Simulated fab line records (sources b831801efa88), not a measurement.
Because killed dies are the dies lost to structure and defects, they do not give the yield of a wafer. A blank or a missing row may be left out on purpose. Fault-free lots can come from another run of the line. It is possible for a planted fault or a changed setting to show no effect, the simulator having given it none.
Commonality check across tools ; flow gf180mcu ; 13 lots, 39 wafers sampled

## REASON FOR OPENING
At GF_HV_LDD_TW_MEAS_38 the reading HV_LDD_3_TW is flagged on 2 of 13 lots. Fault-free wafers read 1448, with a standard deviation of 11.
Rule: flag the lot when none of its wafers has a number, or when each of its wafers that has one lies beyond 4 standard deviations from that mean. The rest of the lots are taken to be sound.

lot;measured;on;HV_LDD_3_TW, wafer by wafer;flag
L578;day 12 01:44;film_metro-03;1442 1444 1438;
L579;day 12 04:34;film_metro-03;1437 1450 1451;
L580;day 12 11:01;film_metro-03;1441 1448 1445;
L583;day 13 15:06;film_metro-02;1442 1433 1451;
L584;day 13 22:05;film_metro-04;1459 1456 1459;
L586;day 14 12:30;film_metro-04;1458 1463 1456;
L587;day 15 00:25;film_metro-04;1459 1457 1463;
L588;day 15 01:20;film_metro-02;1430 1438 1430;
L589;day 15 15:45;film_metro-03;1446 1451 1447;
L592;day 16 11:19;film_metro-02;1428 1439 1440;
L593;day 16 21:43;film_metro-02;1446 1437 1436;
L595;day 17 14:04;film_metro-04;1816 1826 1823;FLAGGED
L596;day 17 17:56;film_metro-04;1810 1822 1822;FLAGGED
On average the flagged lots' numbers are 1820, which is +372 against the usual, or +34 standard deviations.

## WHICH TOOL EACH LOT WENT THROUGH
The record holds 1 process step before the reading, out of a route of 602 steps. Each cell gives the tool, then ch followed by the chambers the sampled wafers passed through, then the start.
lot;flag;GF_HV_LDD_IMPLANT_36
L578;;implanter-01 ch 0, day 12 01:31
L579;;implanter-01 ch 0, day 12 04:19
L580;;implanter-02 ch 0, day 12 10:47
L583;;implanter-01 ch 0, day 13 14:51
L584;;implanter-04 ch 0, day 13 21:50
L586;;implanter-04 ch 0, day 14 12:15
L587;;implanter-02 ch 0, day 15 00:11
L588;;implanter-01 ch 0, day 15 01:06
L589;;implanter-04 ch 0, day 15 15:30
L592;;implanter-04 ch 0, day 16 11:06
L593;;implanter-01 ch 0, day 16 21:30
L595;FLAGGED;implanter-04 ch 0, day 17 13:50
L596;FLAGGED;implanter-04 ch 0, day 17 17:43
These steps, and what they do:
- GF_HV_LDD_IMPLANT_36
- GF_HV_LDD_TW_MEAS_38

## FLAGGED OVER TOTAL, TOOL BY TOOL (the gauges that took the reading come last)
step;tool;lots run;flagged;share of the flagged lots;sound lots run after its first flagged lot
GF_HV_LDD_IMPLANT_36;implanter-01;5;0;none;-
GF_HV_LDD_IMPLANT_36;implanter-02;2;0;none;-
GF_HV_LDD_IMPLANT_36;implanter-04;6;2;all;0
GF_HV_LDD_TW_MEAS_38;film_metro-02;4;0;none;-
GF_HV_LDD_TW_MEAS_38;film_metro-03;4;0;none;-
GF_HV_LDD_TW_MEAS_38;film_metro-04;5;2;all;0

## THE TABLE: WHAT IT ALLOWS
In 2 table rows, all flagged lots were run: implanter-04 (GF_HV_LDD_IMPLANT_36), film_metro-04 (GF_HV_LDD_TW_MEAS_38).
- implanter-04 at GF_HV_LDD_IMPLANT_36: 2 of its 6 lots flagged. Last sound lot L592 at day 16 11:06, first flagged lot L595 at day 17 13:50; a fault beginning in between fits. Its own readings (dose_ions_cm2, faraday_current_uA) fall more than 4 standard deviations out on all wafers of the flagged lots.
- film_metro-04 at GF_HV_LDD_TW_MEAS_38: 2 of its 5 lots flagged. Last sound lot L587 at day 15 00:25, first flagged lot L595 at day 17 14:04; a fault beginning in between fits.
These 2 tools cannot be told apart by counting lots, since each of them fits a fault that started at some hour. More lots, or a look at what each step does to the wafer, might.

## WHAT HAD BEEN PUT IN BY THE SIMULATOR
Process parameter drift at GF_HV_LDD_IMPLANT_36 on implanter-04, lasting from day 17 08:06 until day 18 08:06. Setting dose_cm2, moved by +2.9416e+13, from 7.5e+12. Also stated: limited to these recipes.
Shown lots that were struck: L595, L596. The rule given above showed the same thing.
